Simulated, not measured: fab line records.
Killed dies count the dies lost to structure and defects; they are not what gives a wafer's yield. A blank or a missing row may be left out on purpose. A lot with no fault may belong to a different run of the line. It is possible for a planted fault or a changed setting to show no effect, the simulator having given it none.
Chamber matching -- flow sky130 -- 4 sister chambers for SKY_LI_CONTACT_CMP_02 on cmp-02
The step polishes PSG. 14 wafers are shown with their chamber, then 7 later ones without.

== WAFERS, EACH WITH ITS CHAMBER ==
wafer,chamber,motor current A (A),time to endpoint s (s),head pressure psi (psi)
L689.1,0,9.5,32,4.005
L689.2,3,12.6,27,3.996
L689.6,2,11.2,35,3.997
L690.1,2,11.0,36,3.997
L690.2,0,9.6,35,4.013
L690.4,3,12.8,30,3.992
L696.2,1,10.7,32,4.006
L696.3,2,11.0,42,3.989
L696.4,3,12.7,33,3.988
L704.4,0,9.0,30,3.994
L704.5,2,10.7,33,3.991
L704.6,3,13.2,27,4.010
L705.1,0,9.3,33,4.011
L705.4,2,10.8,38,4.007

SIGNATURES (means of the wafers above)
reading,chamber 0,chamber 1,chamber 2,chamber 3,scatter within a chamber
motor current A,9.350,10.700,10.940,12.825,0.239
time to endpoint s,32.50,32.00,36.80,29.25,2.91
head pressure psi,4.00575,4.00600,3.99620,3.99650,0.00831
Rule: a wafer's distance from a chamber is the root of the sum, over the readings, of the square of ((its reading less the chamber's mean) divided by the reading's scatter). If the next closest chamber is less than 2 further off than the closest, the wafer can't be placed; otherwise it belongs to the closest. How the scatter is found: for the shown wafers, subtract from each reading the mean of its chamber, square and add these, divide the total by (wafers less chambers), then take the root.

== WAFERS MISSING THEIR CHAMBER ==
wafer,motor current A (A),time to endpoint s (s),head pressure psi (psi)
L705.6,9.3,35,3.999
L708.1,10.4,36,3.984
L708.2,10.6,27,4.008
L708.5,10.2,31,4.005
L710.2,11.1,32,3.982
L710.3,9.3,34,3.986
L710.4,12.4,33,3.998

== THE CHAMBER EACH PASSED THROUGH ==
wafer,from the rows above,in truth
L705.6,0,0
L708.1,can't be placed: 2 or 1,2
L708.2,1,1
L708.5,can't be placed: 1 or 0 or 2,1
L710.2,can't be placed: 2 or 1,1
L710.3,0,0
L710.4,3,3
Correct placement for 4 of the 7. Not placeable from these rows: 3 (in 3, the candidates include the true chamber). Number placed wrongly: 0.
